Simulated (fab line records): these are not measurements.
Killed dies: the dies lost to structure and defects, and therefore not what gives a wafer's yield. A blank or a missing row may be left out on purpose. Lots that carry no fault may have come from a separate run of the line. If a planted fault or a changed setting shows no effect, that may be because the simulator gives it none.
fab line records -- flow sky130
record: lots: 12, wafers: 36, last-day: 50
route steps=708 shown NWELL@63 VT_ADJUST_LVTN@105
lots with no fault: from the same line, run without faults
start-h: the number of hours between the record's first day and the start of the first shown wafer of the lot -- wait-h: hours elapsed since this lot's preceding step -- " the same as in the row above -- L1.1+2: one row covering several wafers at once -- - no value present, or no start provided -- * or withheld: withheld -- < > ~ a bound
route shown NAME@n: names a module that has steps shown in the file, with the first one's number in the route -- usual: the fault-free wafers' mean and standard deviation -- same: alike in all rows -- chamber/n: place in a boat -- sites: the reading at each site -- _std_site: standard deviation of those values -- _edge_site: the outer-site mean with the inner-site mean subtracted -- radius-mm: for every site, how far away it sits from the centre of the wafer -- mask NAME#n: copy n -- behind: the last tool/chamber to shape the wafer -- hold: cause of the lot's hold/its duration in hours/its outcome -- device: the n, p or np transistor that did not switch -- end of line: the route-end tests of the same wafers -- a step given without rows: its recipe and nothing more -- killed: not the wafer's yield, but the dies lost to structure and defects at the first sort -- map: a wafer's dies, marking killed ones x, the rest . and places with no die _
set.NAME: the run value of the setting; set.NAME@STEP: its run value at that earlier step -- model.NAME: the simulator's own value behind a step, which no gauge read
a sample of lots followed through the steps of the route, with each step as a table and each wafer as a row
services: a tool's chamber out of use, with start hour (start-h, from the record's first day; less than 0 if before it), hours out, and reason
== steps ==
step: SKY_NWELL_OVL_MEAS_10
usual: NWELL_00_OVL: 0.9/1.2
lot.wafer,tool,chamber,start-h,wait-h,NWELL_00_OVL[nm]
L710.1,overlay-02,-,84.98,-,0.7
L710.5,overlay-02,-,84.98,-,0.4
L710.6,overlay-02,-,84.98,-,0.0
L713.1,overlay-02,-,102.78,-,2.5
L713.2,overlay-02,-,102.78,-,1.0
L713.3,overlay-02,-,102.78,-,0.6
L714.1,overlay-02,-,109.08,-,0.3
L714.3,overlay-02,-,109.08,-,2.3
L714.4,overlay-02,-,109.08,-,-1.2
L716.1,overlay-01,-,124.43,-,1.7
L716.3,overlay-01,-,124.43,-,1.3
L716.5,overlay-01,-,124.43,-,1.0
L717.2,overlay-02,-,125.79,-,1.7
L717.3,overlay-02,-,125.79,-,2.5
L717.4,overlay-02,-,125.79,-,2.9
L720.1,overlay-01,-,142.73,-,1.9
L720.3,overlay-01,-,142.73,-,-0.1
L720.4,overlay-01,-,142.73,-,2.0
L723.1,overlay-01,-,158.78,-,2.4
L723.2,overlay-01,-,158.78,-,0.9
L723.5,overlay-01,-,158.78,-,2.0
L729.3,overlay-02,-,204.13,-,2.6
L729.5,overlay-02,-,204.13,-,2.2
L729.6,overlay-02,-,204.13,-,2.6
L730.1,overlay-01,-,207.73,-,0.8
L730.5,overlay-01,-,207.73,-,1.4
L730.6,overlay-01,-,207.73,-,0.1
L731.1,overlay-02,-,208.13,-,2.5
L731.2,overlay-02,-,208.13,-,0.0
L731.3,overlay-02,-,208.13,-,1.3
L732.2,overlay-01,-,212.42,-,-1.1
L732.3,overlay-01,-,212.42,-,0.8
L732.6,overlay-01,-,212.42,-,-0.4
L733.2,overlay-02,-,223.02,-,-0.3
L733.4,overlay-02,-,223.02,-,1.6
L733.6,overlay-02,-,223.02,-,-0.1
step: SKY_NWELL_STRIP_25
recipe: chemistry: O2/N2, power-w: 1400, pressure-mtorr: 1500, platen-temp-c: withheld, o2-flow-sccm: 3000, n2-flow-sccm: 300, overash-fraction: 0.5
usual: drypump-motor-current-A: 5.54/0.24, oes-product-au: 0.723/0.0046, strip-time-to-endpoint-s: 36.85/0.1
lot.wafer,tool,chamber,start-h,wait-h,drypump-motor-current-A,oes-product-au,rf-hours-counter-h,strip-time-to-endpoint-s
L710.1,plasma-asher-03,0,103.32,0.1,5.22,0.724,43,36.80
L710.5,plasma-asher-03,0,103.32,0.1,5.20,0.717,-,36.72
L710.6,plasma-asher-03,1,103.32,0.1,5.92,0.725,-,36.73
L713.1,plasma-asher-02,0,121.90,0.1,5.37,0.727,30,36.93
L713.2,plasma-asher-02,1,121.90,0.1,5.72,0.722,30,36.99
L713.3,plasma-asher-02,0,121.90,0.1,5.38,0.721,-,36.91
L714.1,plasma-asher-02,1,128.07,0.1,5.71,0.724,31,36.89
L714.3,plasma-asher-02,0,128.07,0.1,5.37,0.727,-,36.95
L714.4,plasma-asher-02,1,128.07,0.1,5.72,0.727,-,36.90
L716.1,plasma-asher-01,0,143.05,0.1,5.52,0.725,46,37.00
L716.3,plasma-asher-01,1,143.05,0.1,5.41,0.722,-,36.84
L716.5,plasma-asher-01,0,143.05,0.1,5.49,0.721,-,36.96
L717.2,plasma-asher-02,1,145.00,0.1,5.73,0.718,32,36.85
L717.3,plasma-asher-02,0,145.00,0.1,5.34,0.712,-,36.86
L717.4,plasma-asher-02,1,145.00,0.1,5.74,0.725,-,36.91
L720.1,plasma-asher-02,0,162.42,0.1,5.36,0.728,33,36.81
L720.3,plasma-asher-02,0,162.42,0.1,5.35,0.723,-,36.83
L720.4,plasma-asher-02,1,162.42,0.1,5.70,0.718,-,36.84
L723.1,plasma-asher-01,0,179.12,0.1,5.52,0.716,50,36.86
L723.2,plasma-asher-01,1,179.12,0.1,5.42,0.723,50,36.83
L723.5,plasma-asher-01,0,179.12,0.1,5.52,0.721,-,36.83
L729.3,plasma-asher-02,1,226.80,0.1,5.74,0.732,-,36.85
L729.5,plasma-asher-02,1,226.80,0.1,5.69,0.732,-,36.86
L729.6,plasma-asher-02,0,226.80,0.1,5.38,0.727,-,36.78
L730.1,plasma-asher-02,0,230.81,0.1,5.37,0.720,41,36.83
L730.5,plasma-asher-02,1,230.81,0.1,5.73,0.731,-,36.76
L730.6,plasma-asher-02,0,230.81,0.1,5.38,0.726,-,36.89
L731.1,plasma-asher-01,1,231.16,0.1,5.41,0.720,55,36.81
L731.2,plasma-asher-01,0,231.16,0.1,5.54,0.718,55,36.95
L731.3,plasma-asher-01,1,231.16,0.1,5.42,0.719,-,36.93
L732.2,plasma-asher-03,0,235.66,0.1,5.21,0.725,55,36.87
L732.3,plasma-asher-03,0,235.66,0.1,5.20,0.727,-,36.82
L732.6,plasma-asher-03,1,235.66,0.1,5.93,0.720,-,36.74
L733.2,plasma-asher-02,0,246.60,0.1,5.36,0.726,42,36.88
L733.4,plasma-asher-02,0,246.60,0.1,5.35,0.724,-,36.87
L733.6,plasma-asher-02,0,246.60,0.1,5.37,0.718,-,36.85
step: SKY_VT_ADJUST_LVTN_IMPLANT_08
recipe: species: B, energy-kev: 30, dose-cm2: 1.57e+12, tilt-deg: withheld
lot.wafer,tool,chamber,start-h,wait-h
L710.1+5+6,implanter-01,0,139.58,0.0
L713.1+2+3,implanter-03,0,160.05,0.0
L714.1+3+4,implanter-03,0,166.27,0.0
L716.1+3+5,implanter-03,0,183.83,0.0
L717.2+3+4,implanter-03,0,185.53,0.0
L720.1+3+4,implanter-03,0,203.80,0.0
L723.1+2+5,implanter-01,0,221.91,0.0
L729.3+5+6,implanter-04,0,274.68,0.1
L730.1+5+6,implanter-03,0,278.83,0.0
L731.1+2+3,implanter-03,0,279.83,0.0
L732.2+3+6,implanter-03,0,284.66,0.0
L733.2+4+6,implanter-01,0,296.01,0.0
step: SKY_VT_ADJUST_LVTN_STRIP_09
recipe: chemistry: O2/N2, power-w: 1400, pressure-mtorr: 1500, platen-temp-c: withheld, o2-flow-sccm: 3000, n2-flow-sccm: 300, overash-fraction: 0.5
usual: drypump-motor-current-A: 5.71/0.3, oes-product-au: 0.722/0.0046, strip-time-to-endpoint-s: 36.87/0.085
lot.wafer,tool,chamber,start-h,wait-h,drypump-motor-current-A,oes-product-au,rf-hours-counter-h,strip-time-to-endpoint-s
L710.1,plasma-asher-04,0,139.73,0.1,6.10,0.725,2,36.94
L710.5,plasma-asher-04,0,139.73,0.1,6.11,0.714,-,36.85
L710.6,plasma-asher-04,1,139.73,0.1,5.74,0.719,-,36.80
L713.1,plasma-asher-03,1,160.20,0.1,5.90,0.730,49,36.97
L713.2,plasma-asher-03,0,160.20,0.1,5.21,0.724,49,36.77
L713.3,plasma-asher-03,0,160.20,0.1,5.19,0.726,-,36.98
L714.1,plasma-asher-02,0,166.42,0.1,5.35,0.721,34,36.78
L714.3,plasma-asher-02,0,166.42,0.1,5.35,0.718,-,36.82
L714.4,plasma-asher-02,1,166.42,0.1,5.72,0.725,-,36.85
L716.1,plasma-asher-03,1,183.98,0.1,5.90,0.723,51,36.82
L716.3,plasma-asher-03,0,183.98,0.1,5.19,0.726,-,36.72
L716.5,plasma-asher-03,1,183.98,0.1,5.92,0.728,-,36.86
L717.2,plasma-asher-02,1,185.65,0.1,5.69,0.739,36,36.94
L717.3,plasma-asher-02,0,185.65,0.1,5.36,0.720,-,37.00
L717.4,plasma-asher-02,1,185.65,0.1,5.71,0.724,-,36.94
L720.1,plasma-asher-03,0,203.95,0.1,5.22,0.724,54,36.90
L720.3,plasma-asher-03,1,203.95,0.1,5.91,0.732,-,36.87
L720.4,plasma-asher-03,0,203.95,0.1,5.22,0.726,-,36.99
L723.1,plasma-asher-02,0,222.06,0.1,5.37,0.712,40,36.81
L723.2,plasma-asher-02,1,222.06,0.1,5.75,0.725,40,36.71
L723.5,plasma-asher-02,0,222.06,0.1,5.36,0.725,-,36.65
L729.3,plasma-asher-04,1,274.82,0.1,5.69,0.720,-,36.86
L729.5,plasma-asher-04,1,274.82,0.1,5.71,0.716,-,36.81
L729.6,plasma-asher-04,0,274.82,0.1,6.09,0.722,-,36.90
L730.1,plasma-asher-03,1,278.98,0.1,5.91,0.722,60,36.88
L730.5,plasma-asher-03,0,278.98,0.1,5.20,0.728,-,37.06
L730.6,plasma-asher-03,1,278.98,0.1,5.90,0.721,-,36.94
L731.1,plasma-asher-02,0,279.98,0.1,5.41,0.728,46,36.89
L731.2,plasma-asher-02,1,279.98,0.1,5.71,0.716,46,36.83
L731.3,plasma-asher-02,1,279.98,0.1,5.73,0.721,-,36.91
L732.2,plasma-asher-04,0,284.78,0.1,6.11,0.723,16,36.89
L732.3,plasma-asher-04,1,284.78,0.1,5.68,0.729,-,36.86
L732.6,plasma-asher-04,1,284.78,0.1,5.71,0.720,-,36.99
L733.2,plasma-asher-04,0,296.13,0.1,6.11,0.725,17,36.78
L733.4,plasma-asher-04,1,296.13,0.1,5.70,0.727,-,36.85
L733.6,plasma-asher-04,0,296.13,0.1,6.10,0.724,-,36.82
step: SKY_VT_ADJUST_LVTN_TW_MEAS_10
usual: VT_ADJUST_LVTN_TW: 241.3/1.7
lot.wafer,tool,chamber,start-h,wait-h,VT_ADJUST_LVTN_TW
L710.1,film-metro-01,-,139.83,0.1,240.5
L710.5,film-metro-01,-,139.83,0.1,239.9
L710.6,film-metro-01,-,139.83,0.1,239.6
L713.1,film-metro-02,-,160.30,0.1,242.2
L713.2,film-metro-02,-,160.30,0.1,243.7
L713.3,film-metro-02,-,160.30,0.1,241.7
L714.1,film-metro-03,-,166.52,0.1,240.3
L714.3,film-metro-03,-,166.52,0.1,240.4
L714.4,film-metro-03,-,166.52,0.1,240.4
L716.1,film-metro-01,-,184.08,0.1,241.6
L716.3,film-metro-01,-,184.08,0.1,242.8
L716.5,film-metro-01,-,184.08,0.1,242.6
L717.2,film-metro-03,-,185.76,0.1,238.1
L717.3,film-metro-03,-,185.76,0.1,240.7
L717.4,film-metro-03,-,185.76,0.1,231.9
L720.1,film-metro-01,-,204.05,0.1,234.2
L720.3,film-metro-01,-,204.05,0.1,240.8
L720.4,film-metro-01,-,204.05,0.1,232.4
L723.1,film-metro-03,-,222.16,0.1,240.2
L723.2,film-metro-03,-,222.16,0.1,240.6
L723.5,film-metro-03,-,222.16,0.1,240.6
L729.3,film-metro-02,-,274.90,0.1,241.6
L729.5,film-metro-02,-,274.90,0.1,241.5
L729.6,film-metro-02,-,274.90,0.1,240.1
L730.1,film-metro-03,-,279.08,0.1,242.6
L730.5,film-metro-03,-,279.08,0.1,242.9
L730.6,film-metro-03,-,279.08,0.1,242.2
L731.1,film-metro-02,-,280.08,0.1,242.4
L731.2,film-metro-02,-,280.08,0.1,239.0
L731.3,film-metro-02,-,280.08,0.1,242.5
L732.2,film-metro-01,-,284.89,0.1,239.7
L732.3,film-metro-01,-,284.89,0.1,239.1
L732.6,film-metro-01,-,284.89,0.1,239.3
L733.2,film-metro-03,-,296.24,0.1,243.0
L733.4,film-metro-03,-,296.24,0.1,242.4
L733.6,film-metro-03,-,296.24,0.1,242.1
== services ==
tool,chamber,start-h,hours,kind
plasma-asher-04,-,108.75,9.0,pm
plasma-asher-04,0,108.75,15.6,vent-cycle
plasma-asher-04,1,108.75,15.6,vent-cycle
plasma-asher-04,-,110.18,14.2,repair
plasma-asher-04,0,117.75,-,clean
plasma-asher-04,1,117.75,-,clean
implanter-04,-,138.54,4.5,pm
implanter-01,-,143.30,56.3,repair
plasma-asher-02,-,157.88,2.9,repair
plasma-asher-01,-,188.37,2.8,pm
plasma-asher-03,-,207.66,15.6,pm
plasma-asher-01,-,207.74,0.8,repair
implanter-04,-,214.62,4.5,repair
implanter-01,-,228.37,2.1,repair
implanter-01,-,249.40,2.1,repair
implanter-03,-,259.18,1.1,repair
implanter-01,-,274.72,5.3,pm
implanter-04,-,281.28,1.7,repair
implanter-03,-,295.41,3.6,repair
== key ==
first-sign: step: SKY_VT_ADJUST_LVTN_TW_MEAS_10, reading: VT_ADJUST_LVTN_TW, direction: down, sigmas: 5.1, usual: 241.3, struck: 232.8
effect none on later readings
met-at SKY_VT_ADJUST_LVTN_IMPLANT_08
struck-lots L717,L720
struck-wafers L717.4,L720.1,L720.4
tester-left-out L717,L720
not-acting-at SKY_NWELL_OVL_MEAS_10,SKY_NWELL_STRIP_25,SKY_VT_ADJUST_LVTN_STRIP_09
onset-between 183.83 185.53
fault: kind: process-parameter-drift, tool: implanter-03, chamber: -, onset-h: 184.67, steps: SKY_VT_ADJUST_LVTN_IMPLANT_08, channel: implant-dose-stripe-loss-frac, offset: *, shape: step, end-h: 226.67, scope: struck-wafers-only
tester-left-out: of these lots the tester's yield and bins aren't shown, on N5 and GAA mostly nor the transistor test; their killed dies are dies lost to structure and defects alone, not to doping, threshold or leakage, so they don't give the yield
